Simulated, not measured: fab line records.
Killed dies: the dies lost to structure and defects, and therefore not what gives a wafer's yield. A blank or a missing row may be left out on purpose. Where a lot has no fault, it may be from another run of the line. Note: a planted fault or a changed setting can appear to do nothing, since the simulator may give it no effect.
Split-lot trial / flow gf180mcu / 5 lots, 23 wafers read, on a route of 602 steps

THE SPLIT ITSELF
At GF_NSD_COAT_02 (resist thk 1000 nm), the setting spin-rpm was moved away from the recipe's 3000 rpm on 8 of the 23 wafers read, by +2.5% to +3.7%. This setting was run at the recipe's value on the other wafers.

The reading is taken at the split's own step.

THE READING
NOVOLAK_of_NSD_COAT_02.thk-nm (the simulator's own value, which no gauge read), in nm, at GF_NSD_COAT_02 (resist thk 1000 nm). The file gives no usual value for it. Here, 15 wafers ran the recipe; their average is 1001.0 nm with a standard deviation of 3 nm.

wafer=L074.1; tool, chamber at the split=litho-track-01, 0; spin-rpm as run, rpm=3076; against the recipe=+2.5%; NOVOLAK_of_NSD_COAT_02.thk-nm, nm=986.8; against lot-mates on the recipe=-14.2
wafer=L074.3; tool, chamber at the split=litho-track-01, 0; spin-rpm as run, rpm=3000; against the recipe=recipe; NOVOLAK_of_NSD_COAT_02.thk-nm, nm=1002; against lot-mates on the recipe=-
wafer=L074.4; tool, chamber at the split=litho-track-01, 0; spin-rpm as run, rpm=3076; against the recipe=+2.5%; NOVOLAK_of_NSD_COAT_02.thk-nm, nm=989.6; against lot-mates on the recipe=-11.4
wafer=L074.5; tool, chamber at the split=litho-track-01, 0; spin-rpm as run, rpm=3000; against the recipe=recipe; NOVOLAK_of_NSD_COAT_02.thk-nm, nm=1001; against lot-mates on the recipe=-
wafer=L074.6; tool, chamber at the split=litho-track-01, 0; spin-rpm as run, rpm=3000; against the recipe=recipe; NOVOLAK_of_NSD_COAT_02.thk-nm, nm=1000; against lot-mates on the recipe=-
wafer=L076.1; tool, chamber at the split=litho-track-03, 0; spin-rpm as run, rpm=3000; against the recipe=recipe; NOVOLAK_of_NSD_COAT_02.thk-nm, nm=1003; against lot-mates on the recipe=-
wafer=L076.4; tool, chamber at the split=litho-track-03, 0; spin-rpm as run, rpm=3000; against the recipe=recipe; NOVOLAK_of_NSD_COAT_02.thk-nm, nm=1006; against lot-mates on the recipe=-
wafer=L076.5; tool, chamber at the split=litho-track-03, 0; spin-rpm as run, rpm=3000; against the recipe=recipe; NOVOLAK_of_NSD_COAT_02.thk-nm, nm=1006; against lot-mates on the recipe=-
wafer=L080.1; tool, chamber at the split=litho-track-03, 0; spin-rpm as run, rpm=3000; against the recipe=recipe; NOVOLAK_of_NSD_COAT_02.thk-nm, nm=994.6; against lot-mates on the recipe=-
wafer=L080.2; tool, chamber at the split=litho-track-03, 0; spin-rpm as run, rpm=3000; against the recipe=recipe; NOVOLAK_of_NSD_COAT_02.thk-nm, nm=999.5; against lot-mates on the recipe=-
wafer=L080.4; tool, chamber at the split=litho-track-03, 0; spin-rpm as run, rpm=3112; against the recipe=+3.7%; NOVOLAK_of_NSD_COAT_02.thk-nm, nm=978.5; against lot-mates on the recipe=-18.5
wafer=L080.5; tool, chamber at the split=litho-track-03, 0; spin-rpm as run, rpm=3112; against the recipe=+3.7%; NOVOLAK_of_NSD_COAT_02.thk-nm, nm=980.6; against lot-mates on the recipe=-16.4
wafer=L080.6; tool, chamber at the split=litho-track-03, 0; spin-rpm as run, rpm=3112; against the recipe=+3.7%; NOVOLAK_of_NSD_COAT_02.thk-nm, nm=976.2; against lot-mates on the recipe=-20.8
wafer=L083.1; tool, chamber at the split=litho-track-03, 0; spin-rpm as run, rpm=3109; against the recipe=+3.6%; NOVOLAK_of_NSD_COAT_02.thk-nm, nm=977.4; against lot-mates on the recipe=-19.9
wafer=L083.2; tool, chamber at the split=litho-track-03, 0; spin-rpm as run, rpm=3109; against the recipe=+3.6%; NOVOLAK_of_NSD_COAT_02.thk-nm, nm=983.6; against lot-mates on the recipe=-13.6
wafer=L083.3; tool, chamber at the split=litho-track-03, 0; spin-rpm as run, rpm=3000; against the recipe=recipe; NOVOLAK_of_NSD_COAT_02.thk-nm, nm=997.4; against lot-mates on the recipe=-
wafer=L083.4; tool, chamber at the split=litho-track-03, 0; spin-rpm as run, rpm=3109; against the recipe=+3.6%; NOVOLAK_of_NSD_COAT_02.thk-nm, nm=979.6; against lot-mates on the recipe=-17.6
wafer=L083.6; tool, chamber at the split=litho-track-03, 0; spin-rpm as run, rpm=3000; against the recipe=recipe; NOVOLAK_of_NSD_COAT_02.thk-nm, nm=997.1; against lot-mates on the recipe=-
wafer=L085.1; tool, chamber at the split=litho-track-03, 0; spin-rpm as run, rpm=3000; against the recipe=recipe; NOVOLAK_of_NSD_COAT_02.thk-nm, nm=1004; against lot-mates on the recipe=-
wafer=L085.2; tool, chamber at the split=litho-track-03, 0; spin-rpm as run, rpm=3000; against the recipe=recipe; NOVOLAK_of_NSD_COAT_02.thk-nm, nm=1001; against lot-mates on the recipe=-
wafer=L085.6; tool, chamber at the split=litho-track-03, 0; spin-rpm as run, rpm=3000; against the recipe=recipe; NOVOLAK_of_NSD_COAT_02.thk-nm, nm=1001; against lot-mates on the recipe=-
wafer=L085.4; tool, chamber at the split=litho-track-03, 0; spin-rpm as run, rpm=3000; against the recipe=recipe; NOVOLAK_of_NSD_COAT_02.thk-nm, nm=1000; against lot-mates on the recipe=-
wafer=L085.5; tool, chamber at the split=litho-track-03, 0; spin-rpm as run, rpm=3000; against the recipe=recipe; NOVOLAK_of_NSD_COAT_02.thk-nm, nm=1002; against lot-mates on the recipe=-

FIT RESULTS
A straight line over all 23 wafers: NOVOLAK_of_NSD_COAT_02.thk-nm changes by -5.79 nm for each +1% of spin-rpm; r = -0.96; the points scatter about the line by 2.9 nm.
The same after taking each lot's own level away (the mean of its wafers on the recipe; 23 wafers): -4.87 nm for each +1%; r = -0.98; scatter 1.8 nm.
According to that fit, moving spin-rpm by its largest amount changes the reading by 18 nm.
The lots' own levels span 997.05 to 1005.00 nm, that is 2.6 times the standard deviation above.
Thus the slope moves with the lot-to-lot level: the two fits are different.
Check: -18.1 nm against its lot-mates is what the line predicts for one of the wafers moved furthest among these (+3.7%) when that wafer is left out of the fit. Against them it came out at -18.5 nm.

OTHER SPLITS ON THESE WAFERS
Before the reading, these wafers also passed through other splits. Each is held against what the fit with the lots' levels taken away leaves over:
other split on the same wafers=GF_VT_IMPLANT_WET_ETCH_50 temp-c; wafers away from the commonest value=15; r with NOVOLAK_of_NSD_COAT_02.thk-nm (lot level and that fit taken away)=-0.03
other split on the same wafers=GF_POLY_GATE_CVD_00 pressure-mtorr; wafers away from the commonest value=15; r with NOVOLAK_of_NSD_COAT_02.thk-nm (lot level and that fit taken away)=-0.01
other split on the same wafers=GF_HV_LDD_EXPOSE_04 dose-mj; wafers away from the commonest value=8; r with NOVOLAK_of_NSD_COAT_02.thk-nm (lot level and that fit taken away)=-0.02
other split on the same wafers=GF_HV_LDD_IMPLANT_09 dose-cm2; wafers away from the commonest value=12; r with NOVOLAK_of_NSD_COAT_02.thk-nm (lot level and that fit taken away)=+0.01
other split on the same wafers=GF_HV_LDD_IMPLANT_48 dose-cm2; wafers away from the commonest value=10; r with NOVOLAK_of_NSD_COAT_02.thk-nm (lot level and that fit taken away)=-0.19
other split on the same wafers=GF_HV_LDD_CVD_54 target-thk-nm; wafers away from the commonest value=10; r with NOVOLAK_of_NSD_COAT_02.thk-nm (lot level and that fit taken away)=+0.06

THE WHOLE CHAIN: every reading that the file lists as answering this split, in the file's order
step=GF_NSD_COAT_02; what it does=resist thk 1000 nm; reading=NOVOLAK_of_NSD_COAT_02.thk-nm (the simulator's own value, which no gauge read); change (the file's fit)=-4.89 nm for each +1% of the setting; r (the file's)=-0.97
step=GF_NSD_STRIP_11; what it does=strips in O2/N2; reading=strip-time-to-endpoint-s; change (the file's fit)=withheld for each +1% of the setting, in a fit together with energy-kev@NSD_IMPLANT_09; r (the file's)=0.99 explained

FILE'S OWN FIT
NOVOLAK_of_NSD_COAT_02.thk-nm changes by -4.89 nm for each +1% of spin-rpm, r = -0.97.
